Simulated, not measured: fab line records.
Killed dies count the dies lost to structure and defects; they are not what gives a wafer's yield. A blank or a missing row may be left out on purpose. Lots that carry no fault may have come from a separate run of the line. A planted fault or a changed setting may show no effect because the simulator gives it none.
Matching of chambers ; flow sky130 ; cmp-01 running SKY_VIA3_CMP_02: 4 sister chambers
The step polishes SiO2. 4 wafers are shown with their chamber, then 12 later ones without.

## WAFERS, EACH WITH ITS CHAMBER
wafer;chamber;motor current A (A)
L092.5;2;12.5
L092.1;3;12.3
L092.3;0;13.8
L092.6;1;14.0

## WAFERS MISSING THEIR CHAMBER
wafer;motor current A (A)
L090.2;12.7
L090.3;15.0
L090.5;13.9
L093.1;12.0
L093.2;14.0
L093.4;12.6
L096.1;12.6
L096.2;14.1
L096.5;12.7
L096.3;12.6
L096.4;13.5
L096.6;12.8

## THE CHAMBER EACH PASSED THROUGH
wafer;from the rows above;in truth
L090.2;can't be placed: 2 or 3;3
L090.3;can't be placed: 1 or 0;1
L090.5;can't be placed: 0 or 1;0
L093.1;can't be placed: 3 or 2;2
L093.2;can't be placed: 1 or 0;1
L093.4;can't be placed: 2 or 3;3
L096.1;can't be placed: 2 or 3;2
L096.2;can't be placed: 1 or 0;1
L096.5;can't be placed: 2 or 3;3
L096.3;can't be placed: 2 or 3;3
L096.4;can't be placed: 0 or 1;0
L096.6;can't be placed: 2 or 3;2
Correct placement for 0 of the 12. These rows do not allow placing 12 (true chamber among the candidates in 12). Placed wrongly: 0.
How it was worked out, from the rows above alone: a wafer's distance from a chamber is the root of the sum, over the readings, of the square of ((its reading less the chamber's mean) divided by the reading's scatter). The wafer belongs to the nearest chamber; if the next one is less than 2 further off, it can't be placed. The mean given for a chamber averages the wafers shown for that chamber. The scatter: with one shown wafer a chamber, the root of the mean of the squares of how far each hidden wafer lies from its nearest shown one.
